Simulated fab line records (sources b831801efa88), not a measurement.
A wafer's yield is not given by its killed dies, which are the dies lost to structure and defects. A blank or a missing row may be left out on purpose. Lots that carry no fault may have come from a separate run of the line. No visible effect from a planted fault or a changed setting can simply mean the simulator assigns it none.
A lot that was struck, set against a sound lot / flow sky130 / 15 steps out of a route of 708
Sound: wafers L126.1, L126.3, L126.4. Wafers struck: L129.1, L129.2, L129.3. Last of all comes the cause.
At each step with rows: each side's tool, then ch and its chambers, then its first start. Under that, the readings that differ: sound wafers / struck wafers / difference of the means / sigmas: that difference in standard deviations of wafers without a fault.
alike: a reading whose means differ by less than 2 such deviations, as well as words and numbers matching on both sides. not compared: withheld readings; readings where some wafer has no value; bounds like >300 that might hide an equal value; numbers whose values overlap and for which the record gives no deviation.
The two part at a step that has a row with sigmas, a row that says differs or no value, or rows on one side only. Numbers that have no deviation but don't overlap get no sigmas and don't part them. Lack of a reading on every wafer of one side parts them only where that side has two or more wafers.

first, 1 step without rows for these wafers: SKY_VT_ADJUST_PCH_IMPLANT_08.
SKY_VT_ADJUST_PCH_STRIP_09: strips in O2/N2.
  sound on plasma_asher-04 ch 0,1, day 12 23:16; struck on plasma_asher-01 ch 0,1, day 13 23:01
  alike: drypump_motor_current_A, oes_product_au, strip_time_to_endpoint_s
  not compared: rf_hours_counter_h
SKY_VT_ADJUST_PCH_TW_MEAS_10:
  sound on film_metro-01 at day 12 23:22; struck on film_metro-01 at day 13 23:07
  alike: VT_ADJUST_PCH_TW
then, 7 steps without rows for these wafers: SKY_SONOS_TUNNEL_DEHYDRATE_00 (time 60 s); SKY_SONOS_TUNNEL_HMDS_01 (prime time 60 s); SKY_SONOS_TUNNEL_COAT_02 (resist thk 1140 nm); SKY_SONOS_TUNNEL_SOFTBAKE_03 (time 60 s); SKY_SONOS_TUNNEL_EXPOSE_04 (exposes mask TUNM, target cd 410 nm); SKY_SONOS_TUNNEL_PEB_05; SKY_SONOS_TUNNEL_DEVELOP_06 (develop time 62.18 s).
SKY_SONOS_TUNNEL_CD_MEAS_07 targets a cd of 410 nm.
  sound on cd_sem-02 at day 13 23:59; struck on cd_sem-01 at day 15 01:35
  alike: cd_nm
SKY_SONOS_TUNNEL_OVL_MEAS_08:
  sound on overlay-02 at day 14 00:06; struck on overlay-01 at day 15 01:42
  alike: SONOS_TUNNEL_OVL
SKY_SONOS_TUNNEL_IMPLANT_09:
  sound on implanter-03 ch 0, day 14 00:08; struck on implanter-01 ch 0, day 15 01:44
reading=beam_energy_keV; sound=19.997 19.992 19.994; struck=18.912 18.916 18.908; difference=-1.082; sigmas=-99 or more
reading=model.implant.rp_nm (nm); sound=65.64 65.64 65.64; struck=63.39 63.39 63.39; difference=-2.25; sigmas=
reading=model.implant.drp_nm (nm); sound=28.34 28.34 28.34; struck=27.26 27.26 27.26; difference=-1.08; sigmas=
then, 1 step without rows for these wafers: SKY_SONOS_TUNNEL_WET_ETCH_10 (etches SiO2 in dHF, target depth 14 nm, time 280 s).
SKY_PAD_OPEN_PROBE_99:
  sound wafers here have rows in the record (prober-01, day 47 16:49); struck ones have none

WHERE THEY PART
First at SKY_SONOS_TUNNEL_IMPLANT_09; last, within this record, at SKY_PAD_OPEN_PROBE_99.

WHY: what the simulator had put in
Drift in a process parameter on implanter-01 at SKY_SONOS_TUNNEL_IMPLANT_09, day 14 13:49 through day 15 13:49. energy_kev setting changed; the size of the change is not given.
